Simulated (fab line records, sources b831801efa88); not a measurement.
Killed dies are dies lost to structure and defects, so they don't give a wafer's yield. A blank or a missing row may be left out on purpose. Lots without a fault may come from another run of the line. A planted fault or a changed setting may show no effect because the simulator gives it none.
fab line records | flow sky130
record lots=6 wafers=18 last_day=50
route steps=708 shown VT_ADJUST_LVTN@116 VT_ADJUST_NCORE@119 VT_ADJUST_HVTR@131 PAD_OPEN@708
lots that met no fault: from a run of the same line without faults
start_h: hours from the record's first day to the start of the lot's first wafer shown | wait_h: hours since the lot's step before | " the same as in the row above | L1.1+2: a row that stands for several wafers | - no value, or no start given | * or withheld: withheld | < > ~ a bound
route shown NAME@n: a module of which the file shows steps, and the number in the route of the first | usual: mean/standard deviation of fault-free wafers | same: alike in all rows | chamber/n: place in a boat | sites: the reading at each site | _std_site: their standard deviation | _edge_site: outer sites' mean less inner sites' | radius_mm: how far each site lies from the wafer's centre | mask NAME#n: copy n | behind: the tool/chamber that last shaped the wafer | hold: why the lot was held/for how many hours/how that ended | device: the transistor (n, p or np) that didn't switch | end of line: the same wafers' tests at the end of the route | a step without rows: its recipe alone | killed: dies lost to structure and defects at the first sort, not the wafer's yield | map: a wafer's dies, x killed, . not, _ none there
set.NAME: the setting as run; set.NAME@STEP: as run at that earlier step | model.NAME: the simulator's own value behind a step, which no gauge read
lots at some steps of the route; a table a step, a row a wafer
services: from which hour (start_h, from the record's first day; less than 0 if before it) a tool's chamber was out of use, for how many hours, and why
## steps
# step SKY_VT_ADJUST_LVTN_IMPLANT_19
# recipe species=B energy_kev=30 dose_cm2=6.5e+11 tilt_deg=withheld
# step SKY_VT_ADJUST_LVTN_STRIP_20
# recipe chemistry=O2/N2 power_w=1400 pressure_mtorr=1500 platen_temp_c=withheld o2_flow_sccm=3000 n2_flow_sccm=300 overash_fraction=0.5
# usual drypump_motor_current_A=5.9/0.44 oes_product_au=0.715/0.0048 strip_time_to_endpoint_s=14.19/0.039
# columns lot.wafer tool chamber start_h wait_h drypump_motor_current_A oes_product_au rf_hours_counter_h strip_time_to_endpoint_s
L104.1 plasma_asher-03 0 169.36 0.1 6.6 0.724 32 14.12
L104.2 " 1 " " 5.5 0.721 32 14.11
L104.4 " 1 " " 5.5 0.717 - 14.11
L107.1 plasma_asher-01 1 189.06 0.1 5.6 0.710 52 14.15
L107.2 " 0 " " 5.3 0.713 52 14.18
L107.6 " 1 " " 5.6 0.719 - 14.22
L120.1 plasma_asher-03 0 277.31 0.1 6.6 0.714 43 14.21
L120.3 " 1 " " 5.5 0.714 - 14.18
L120.5 " 0 " " 6.6 0.713 - 14.24
L121.1 plasma_asher-04 1 281.87 0.1 6.2 0.717 60 14.19
L121.3 " 0 " " 5.9 0.720 - 14.25
L121.5 " 0 " " 5.9 0.710 - 14.24
L122.2 plasma_asher-04 1 295.47 0.1 6.2 0.717 62 14.17
L122.3 " 0 " " 5.9 0.713 - 14.16
L122.4 " 1 " " 6.2 0.703 - 14.16
L126.1 plasma_asher-04 0 315.16 0.1 5.9 0.716 64 14.21
L126.3 " 1 " " 6.2 0.714 - 14.19
L126.6 " 0 " " 5.9 0.720 - 14.19
# step SKY_VT_ADJUST_LVTN_TW_MEAS_21
# usual VT_ADJUST_LVTN_2_TW=189.5/0.92
# columns lot.wafer tool chamber start_h wait_h VT_ADJUST_LVTN_2_TW
L104.1 film_metro-04 - 169.46 0.1 190.0
L104.2 " - " " 189.9
L104.4 " - " " 189.6
L107.1 film_metro-01 - 189.16 0.1 190.2
L107.2 " - " " 191.1
L107.6 " - " " 190.4
L120.1 film_metro-01 - 277.41 0.1 190.2
L120.3 " - " " 189.8
L120.5 " - " " 190.0
L121.1 film_metro-01 - 281.97 0.1 190.4
L121.3 " - " " 189.1
L121.5 " - " " 189.7
L122.2 film_metro-01 - 295.58 0.1 189.4
L122.3 " - " " 190.1
L122.4 " - " " 189.9
L126.1 film_metro-04 - 315.26 0.1 189.2
L126.3 " - " " 188.9
L126.6 " - " " 189.4
# step SKY_VT_ADJUST_NCORE_DEHYDRATE_00
# recipe temp_c=200 time_s=60
# step SKY_VT_ADJUST_NCORE_HMDS_01
# recipe prime_time_s=60 prime_temp_c=120
# step SKY_VT_ADJUST_NCORE_COAT_02
# recipe resist=NOVOLAK spin_rpm=3000 resist_thk_nm=1140
# step SKY_VT_ADJUST_NCORE_SOFTBAKE_03
# recipe temp_c=90 time_s=60 resist=NOVOLAK
# step SKY_VT_ADJUST_NCORE_EXPOSE_04
# recipe mask_id=LVTN_COMPLEMENT_THIN na=0.6 source_shape=conventional sigma_outer=0.6 polarization=unpolarized target_cd_nm=380 dose_mj=139
# step SKY_VT_ADJUST_NCORE_PEB_05
# recipe temp_c=withheld time_s=* resist=NOVOLAK
# step SKY_VT_ADJUST_NCORE_DEVELOP_06
# recipe resist=NOVOLAK developer=TMAH develop_time_s=60 dev_temp_c=23
# step SKY_VT_ADJUST_NCORE_CD_MEAS_07
# recipe target_cd_nm=380
# usual cd_nm=379.0/2.2
# columns lot.wafer tool chamber start_h wait_h cd_nm
L104.1 cd_sem-02 - 190.70 0.1 377.8
L104.2 " - " " 378.1
L104.4 " - " " 380.4
L107.1 cd_sem-01 - 210.73 0.2 379.2
L107.2 " - " " 378.7
L107.6 " - " " 379.5
L120.1 cd_sem-02 - 302.79 0.1 379.5
L120.3 " - " " 375.1
L120.5 " - " " 378.6
L121.1 cd_sem-02 - 307.78 0.1 377.5
L121.3 " - " " 378.1
L121.5 " - " " 377.2
L122.2 cd_sem-02 - 321.27 0.1 378.3
L122.3 " - " " 374.6
L122.4 " - " " 376.2
L126.1 cd_sem-01 - 340.43 0.1 378.5
L126.3 " - " " 380.0
L126.6 " - " " 376.9
# step SKY_VT_ADJUST_NCORE_OVL_MEAS_08
# usual VT_ADJUST_NCORE_OVL=-0.4/1.3
# columns lot.wafer tool chamber start_h wait_h VT_ADJUST_NCORE_OVL[nm]
L104.1 overlay-01 - 190.82 0.1 -1.2
L104.2 " - " " 0.9
L104.4 " - " " 1.2
L107.1 overlay-01 - 210.85 0.1 2.0
L107.2 " - " " 1.9
L107.6 " - " " 0.1
L120.1 overlay-01 - 302.91 0.1 -0.8
L120.3 " - " " 1.1
L120.5 " - " " -1.6
L121.1 overlay-01 - 307.90 0.1 -0.3
L121.3 " - " " 1.4
L121.5 " - " " 0.5
L122.2 overlay-01 - 321.38 0.1 1.4
L122.3 " - " " 1.0
L122.4 " - " " 0.7
L126.1 overlay-02 - 340.55 0.1 0.5
L126.3 " - " " 0.1
L126.6 " - " " -1.0
# step SKY_VT_ADJUST_NCORE_IMPLANT_09
# recipe species=B energy_kev=10 dose_cm2=2.4e+12 tilt_deg=withheld
# usual beam_energy_keV=10.001/0.0031
# columns lot.wafer tool chamber start_h wait_h beam_energy_keV model.implant.rp_nm model.implant.drp_nm
L104.1 implanter-03 0 190.86 0.0 10.006 33.98 17.11
L104.2 " 0 " " 10.006 33.98 17.11
L104.4 " 0 " " 10.004 33.98 17.11
L107.1 implanter-03 0 210.88 0.0 9.999 33.32 17.11
L107.2 " 0 " " 10.001 33.32 17.11
L107.6 " 0 " " 10.002 33.32 17.11
L120.1 implanter-03 0 302.94 0.0 7.445 26.06 13.91
L120.3 " 0 " " 7.445 26.06 13.91
L120.5 " 0 " " 7.445 26.06 13.91
L121.1 implanter-03 0 307.94 0.0 7.440 25.21 13.91
L121.3 " 0 " " 7.445 25.21 13.91
L121.5 " 0 " " 7.442 25.21 13.91
L122.2 implanter-01 0 321.43 0.0 10.000 32.74 17.11
L122.3 " 0 " " 9.998 32.74 17.11
L122.4 " 0 " " 10.001 32.74 17.11
L126.1 implanter-01 0 340.59 0.0 10.003 32.31 17.11
L126.3 " 0 " " 10.004 32.31 17.11
L126.6 " 0 " " 10.001 32.31 17.11
# step SKY_VT_ADJUST_NCORE_STRIP_10
# recipe chemistry=O2/N2 power_w=1400 pressure_mtorr=1500 platen_temp_c=withheld o2_flow_sccm=3000 n2_flow_sccm=300 overash_fraction=0.5
# usual drypump_motor_current_A=5.7/0.47 oes_product_au=0.716/0.005 strip_time_to_endpoint_s=14.18/0.034
# columns lot.wafer tool chamber start_h wait_h drypump_motor_current_A oes_product_au rf_hours_counter_h strip_time_to_endpoint_s
L104.1 plasma_asher-03 1 191.01 0.1 5.6 0.707 34 14.16
L104.2 " 0 " " 6.7 0.718 34 14.20
L104.4 " 0 " " 6.7 0.715 - 14.17
L107.1 plasma_asher-01 0 211.03 0.1 5.3 0.717 54 14.18
L107.2 " 1 " " 5.6 0.710 54 14.21
L107.6 " 1 " " 5.6 0.713 - 14.19
L120.1 plasma_asher-02 0 303.09 0.1 5.3 0.723 17 14.18
L120.3 " 1 " " 5.7 0.717 - 14.18
L120.5 " 0 " " 5.3 0.720 - 14.17
L121.1 plasma_asher-01 1 308.09 0.1 5.6 0.720 62 14.22
L121.3 " 1 " " 5.6 0.715 - 14.24
L121.5 " 1 " " 5.6 0.724 - 14.17
L122.2 plasma_asher-03 0 321.56 0.1 6.7 0.719 48 14.17
L122.3 " 0 " " 6.7 0.714 - 14.17
L122.4 " 1 " " 5.5 0.718 - 14.13
L126.1 plasma_asher-02 1 340.74 0.1 5.7 0.725 19 14.21
L126.3 " 0 " " 5.3 0.724 - 14.18
L126.6 " 1 " " 5.7 0.716 - 14.22
# step SKY_VT_ADJUST_NCORE_TW_MEAS_11
# usual VT_ADJUST_NCORE_TW=219.3/1.7
# columns lot.wafer tool chamber start_h wait_h VT_ADJUST_NCORE_TW
L104.1 film_metro-03 - 191.11 0.1 216.6
L104.2 " - " " 217.8
L104.4 " - " " 216.7
L107.1 film_metro-04 - 211.13 0.1 221.0
L107.2 " - " " 219.8
L107.6 " - " " 220.1
L120.1 film_metro-03 - 303.19 0.1 203.4
L120.3 " - " " 204.0
L120.5 " - " " 203.8
L121.1 film_metro-03 - 308.19 0.1 203.9
L121.3 " - " " 203.0
L121.5 " - " " 204.2
L122.2 film_metro-03 - 321.67 0.1 219.2
L122.3 " - " " 218.2
L122.4 " - " " 217.4
L126.1 film_metro-04 - 340.84 0.1 221.4
L126.3 " - " " 219.6
L126.6 " - " " 220.9
# step SKY_VT_ADJUST_HVTR_DEHYDRATE_00
# recipe temp_c=200 time_s=60
# step SKY_PAD_OPEN_PROBE_99
# usual killed_at_M0_to_M3=43/7 killed_at_M4_up=3.1/2 killed_at_contacts=24/5.3 killed_at_front_end=15/4.2 killed_at_other=0.4/0.66 killed_dies=86/9.5 killed_open=47/7.4 killed_short=38/6.2
# same gross_dies=492 killed_at_back_side=0
# columns lot.wafer tool chamber start_h wait_h killed_at_M0_to_M3 killed_at_M4_up killed_at_contacts killed_at_front_end killed_at_other killed_dies killed_open killed_short model.etest.nfet_16v.r_on_ohm_um model.etest.res_pwell_under_gate.rs_ohm_sq model.etest.pfet_g5v0d10v5.off_log10_a_um model.etest.pfet_g5v0d10v5.vt_sat_v model.etest.pfet_16v.vt_v model.etest.pfet_g5v0d10v5.vt_v model.etest.pfet_g5v0d10v5.vt_long_v model.etest.nfet_g5v0d10v5.body_rise_v
L104.1 prober-02 - 1082.91 0.1 43 4 24 11 1 83 48 35 1.443e+04 2271 -12.16 -0.6063 -1.075 -0.8212 -0.9068 0.7002
L104.2 prober-02 - 1082.96 0.1 45 2 19 14 0 80 44 36 1.443e+04 2287 -12.09 -0.5913 -1.066 -0.8091 -0.9024 0.7014
L104.4 prober-02 - 1083.06 0.2 31 4 19 16 0 70 42 28 1.443e+04 2270 -12.27 -0.6019 -1.073 -0.818 -0.9097 0.6949
L107.1 prober-02 - 1101.70 0.1 39 4 23 15 0 81 36 44 1.408e+04 2291 -12.37 -0.6242 -1.083 -0.821 -0.9116 0.6681
L107.2 prober-02 - 1101.75 0.1 38 2 24 21 0 85 52 33 1.404e+04 2280 -12.59 -0.6402 -1.085 -0.8405 -0.9205 0.6724
L107.6 prober-02 - 1101.95 0.2 33 2 20 20 1 76 42 34 1.386e+04 2288 -12.07 -0.5966 -1.072 -0.7973 -0.9004 0.6633
L120.1 prober-01 - 1172.35 0.1 36 3 26 20 0 85 53 32 1.377e+04 2337 -13.15 -0.6854 -1.123 -0.8685 -0.9446 0.6415
L120.3 prober-01 - 1172.45 0.2 53 1 22 15 0 91 45 46 1.378e+04 2326 -13.01 -0.6822 -1.115 -0.8678 -0.9462 0.6406
L120.5 prober-01 - 1172.55 0.2 49 2 21 16 0 88 49 39 1.392e+04 2334 -13.05 -0.665 -1.117 -0.8474 -0.9453 0.6445
L121.1 prober-02 - 1177.35 0.1 44 2 21 17 1 85 53 31 1.386e+04 2347 -13.38 -0.7322 -1.173 -0.9013 -0.9936 0.6431
L121.3 prober-02 - 1177.45 0.2 42 1 15 13 2 73 35 38 1.389e+04 2323 -13.21 -0.7007 -1.166 -0.8791 -0.9878 0.6516
L121.5 prober-02 - 1177.55 0.2 35 5 18 22 0 80 43 36 1.384e+04 2323 -13.4 -0.7077 -1.16 -0.8803 -0.9749 0.6463
L122.2 prober-01 - 1181.77 0.1 42 3 23 17 1 86 42 43 1.375e+04 2294 -12.9 -0.66 -1.101 -0.8542 -0.9301 0.6492
L122.3 prober-01 - 1181.82 0.2 45 6 31 22 0 104 60 44 1.388e+04 2297 -12.69 -0.6453 -1.101 -0.8394 -0.9316 0.6556
L122.4 prober-01 - 1181.87 0.2 45 3 26 15 1 90 56 34 1.394e+04 2292 -12.84 -0.6686 -1.099 -0.866 -0.932 0.6498
L126.1 prober-01 - 1194.81 0.1 43 4 29 14 0 90 49 41 1.407e+04 2274 -12.63 -0.6429 -1.1 -0.8309 -0.9299 0.6688
L126.3 prober-01 - 1194.91 0.2 28 9 21 28 0 86 51 34 1.415e+04 2299 -12.44 -0.622 -1.089 -0.817 -0.9235 0.6733
L126.6 prober-01 - 1195.06 0.2 26 3 24 16 1 70 48 22 1.421e+04 2289 -12.73 -0.6582 -1.098 -0.8491 -0.9304 0.6692
# killed by level:class
L104.1 CONTACT:geometric_particle:short=10 VIA1:geometric_particle:open=10 CONTACT:geometric_particle:open=9 VIA2:geometric_particle:open=9 POLY_GATE:geometric_particle:open=6 METAL2:geometric_particle:short=5 VIA3:geometric_particle:open=5 LI_CONTACT:geometric_particle:open=4
L104.2 VIA2:geometric_particle:open=11 CONTACT:geometric_particle:open=7 FIELD_ISO:geometric_particle:open=6 VIA1:geometric_particle:short=6 VIA1:geometric_particle:open=5 METAL3:geometric_particle:short=5 CONTACT:geometric_particle:short=4 LOCAL_INTERCONNECT:geometric_particle:short=4
L104.4 VIA3:geometric_particle:open=8 CONTACT:geometric_particle:open=7 POLY_GATE:geometric_particle:open=7 LI_CONTACT:geometric_particle:open=5 CONTACT:geometric_particle:short=5 VIA1:geometric_particle:open=5 METAL2:geometric_particle:short=4 FIELD_ISO:geometric_particle:short=3
L107.1 CONTACT:geometric_particle:open=7 VIA1:geometric_particle:open=7 VIA3:geometric_particle:open=6 LI_CONTACT:geometric_particle:open=5 POLY_GATE:geometric_particle:short=5 LOCAL_INTERCONNECT:geometric_particle:short=5 VIA2:geometric_particle:open=5 VIA3:geometric_particle:short=5
L107.2 VIA1:geometric_particle:open=14 CONTACT:geometric_particle:open=9 LI_CONTACT:geometric_particle:open=7 METAL2:geometric_particle:short=7 VIA1:geometric_particle:short=6 POLY_GATE:geometric_particle:open=5 VIA3:geometric_particle:open=5 FIELD_ISO:geometric_particle:short=4
L107.6 VIA1:geometric_particle:open=14 POLY_GATE:geometric_particle:open=7 CONTACT:geometric_particle:open=7 CONTACT:geometric_particle:short=6 FIELD_ISO:geometric_particle:short=5 METAL2:geometric_particle:short=4 POLY_GATE:geometric_particle:short=4 LI_CONTACT:geometric_particle:open=4
L120.1 VIA1:geometric_particle:open=16 LI_CONTACT:geometric_particle:open=12 FIELD_ISO:geometric_particle:open=7 CONTACT:geometric_particle:open=7 LOCAL_INTERCONNECT:geometric_particle:short=5 VIA1:geometric_particle:short=5 FIELD_ISO:geometric_particle:short=3 POLY_GATE:geometric_particle:short=3
L120.3 VIA1:geometric_particle:open=10 VIA2:geometric_particle:open=9 METAL3:geometric_particle:short=8 LI_CONTACT:geometric_particle:open=7 CONTACT:geometric_particle:short=7 METAL1:geometric_particle:short=7 VIA3:geometric_particle:short=5 VIA3:geometric_particle:open=5
L120.5 VIA1:geometric_particle:open=15 FIELD_ISO:geometric_particle:open=8 LI_CONTACT:geometric_particle:open=8 CONTACT:geometric_particle:open=8 METAL1:geometric_particle:short=7 VIA1:geometric_particle:short=6 METAL2:geometric_particle:short=6 VIA2:geometric_particle:open=6
L121.1 VIA1:geometric_particle:open=11 LI_CONTACT:geometric_particle:open=9 VIA3:geometric_particle:open=8 CONTACT:geometric_particle:open=6 VIA2:geometric_particle:open=6 POLY_GATE:geometric_particle:short=4 POLY_GATE:geometric_particle:open=4 METAL1:geometric_particle:short=4
L121.3 VIA1:geometric_particle:open=9 VIA1:geometric_particle:short=6 VIA2:geometric_particle:open=6 CONTACT:geometric_particle:open=5 METAL2:geometric_particle:short=5 VIA3:geometric_particle:open=5 FIELD_ISO:geometric_particle:open=4 POLY_GATE:geometric_particle:short=4
L121.5 LI_CONTACT:geometric_particle:open=8 POLY_GATE:geometric_particle:open=7 VIA1:geometric_particle:open=7 VIA3:geometric_particle:open=5 FIELD_ISO:geometric_particle:open=4 POLY_GATE:geometric_particle:short=4 METAL1:geometric_particle:short=4 METAL2:geometric_particle:short=4
L122.2 VIA1:geometric_particle:open=12 CONTACT:geometric_particle:open=10 METAL2:geometric_particle:short=10 LI_CONTACT:geometric_particle:open=6 POLY_GATE:geometric_particle:short=5 FIELD_ISO:geometric_particle:short=4 LI_CONTACT:geometric_particle:short=4 VIA1:geometric_particle:short=4
L122.3 VIA1:geometric_particle:open=12 LI_CONTACT:geometric_particle:open=12 CONTACT:geometric_particle:open=9 METAL1:geometric_particle:short=7 VIA3:geometric_particle:open=7 FIELD_ISO:geometric_particle:short=6 FIELD_ISO:geometric_particle:open=5 CONTACT:geometric_particle:short=5
L122.4 VIA1:geometric_particle:open=12 CONTACT:geometric_particle:open=10 METAL2:geometric_particle:short=7 LI_CONTACT:geometric_particle:open=6 VIA3:geometric_particle:open=6 FIELD_ISO:geometric_particle:open=5 LOCAL_INTERCONNECT:geometric_particle:short=5 VIA2:geometric_particle:open=5
L126.1 LI_CONTACT:geometric_particle:open=11 VIA1:geometric_particle:open=9 METAL2:geometric_particle:short=8 LOCAL_INTERCONNECT:geometric_particle:short=6 VIA2:geometric_particle:open=6 CONTACT:geometric_particle:short=5 CONTACT:geometric_particle:open=5 VIA3:geometric_particle:open=5
L126.3 FIELD_ISO:geometric_particle:open=8 VIA1:geometric_particle:open=8 POLY_GATE:geometric_particle:short=7 CONTACT:geometric_particle:open=7 LI_CONTACT:geometric_particle:open=6 METAL4:geometric_particle:short=5 POLY_GATE:geometric_particle:open=4 LI_CONTACT:geometric_particle:short=4
L126.6 LI_CONTACT:geometric_particle:open=9 CONTACT:geometric_particle:open=8 FIELD_ISO:geometric_particle:open=6 POLY_GATE:geometric_particle:short=5 VIA2:geometric_particle:open=5 VIA1:geometric_particle:open=5 POLY_GATE:geometric_particle:open=4 VIA1:geometric_particle:short=4
## services
# columns tool chamber start_h hours kind
implanter-01 - 167.44 143.6 pm
implanter-03 - 211.32 3.1 repair
implanter-03 - 214.36 1.3 repair
plasma_asher-04 - 221.33 4.1 repair
implanter-03 - 225.01 3.1 repair
implanter-03 - 234.05 1.1 repair
plasma_asher-01 - 257.98 5.9 repair
implanter-03 - 258.23 12.1 repair
plasma_asher-01 - 263.85 15.6 pm
plasma_asher-02 - 277.41 13.9 pm
plasma_asher-01 - 281.63 3.3 repair
plasma_asher-03 - 298.33 0.4 repair
implanter-03 - 299.83 3.0 repair
plasma_asher-03 - 300.21 1.9 repair
plasma_asher-02 - 311.71 8.1 repair
plasma_asher-01 - 321.14 3.2 repair
plasma_asher-04 - 324.07 2.8 pm
plasma_asher-02 - 329.38 4.0 pm
## key
first_sign step=SKY_VT_ADJUST_NCORE_IMPLANT_09 reading=beam_energy_keV direction=down sigmas=99+ usual=* struck=*
effect step=SKY_VT_ADJUST_NCORE_TW_MEAS_11 reading=VT_ADJUST_NCORE_TW direction=down sigmas=9 usual=219.3 struck=203.7
model_effect step=SKY_VT_ADJUST_NCORE_IMPLANT_09 value=implant.rp_nm without=32.67 struck=25.64
model_effect step=SKY_PAD_OPEN_PROBE_99 value=etest.nfet_16v.r_on_ohm_um without=1.427e+04 struck=1.384e+04
met_at SKY_VT_ADJUST_NCORE_IMPLANT_09
struck_wafers L120.1,L120.3,L120.5,L121.1,L121.3,L121.5
tester_left_out L120,L121
onset_between 210.88 302.94
fault kind=process_parameter_drift tool=implanter-03 chamber=- onset_h=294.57 steps=SKY_VT_ADJUST_NCORE_IMPLANT_09 channel=energy_kev offset=* shape=step end_h=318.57 acts_in=* stated=*
# tester_left_out: of these lots the tester's yield and bins aren't shown, on N5 and GAA mostly nor the transistor test; their killed dies are dies lost to structure and defects alone, not to doping, threshold or leakage, so they don't give the yield
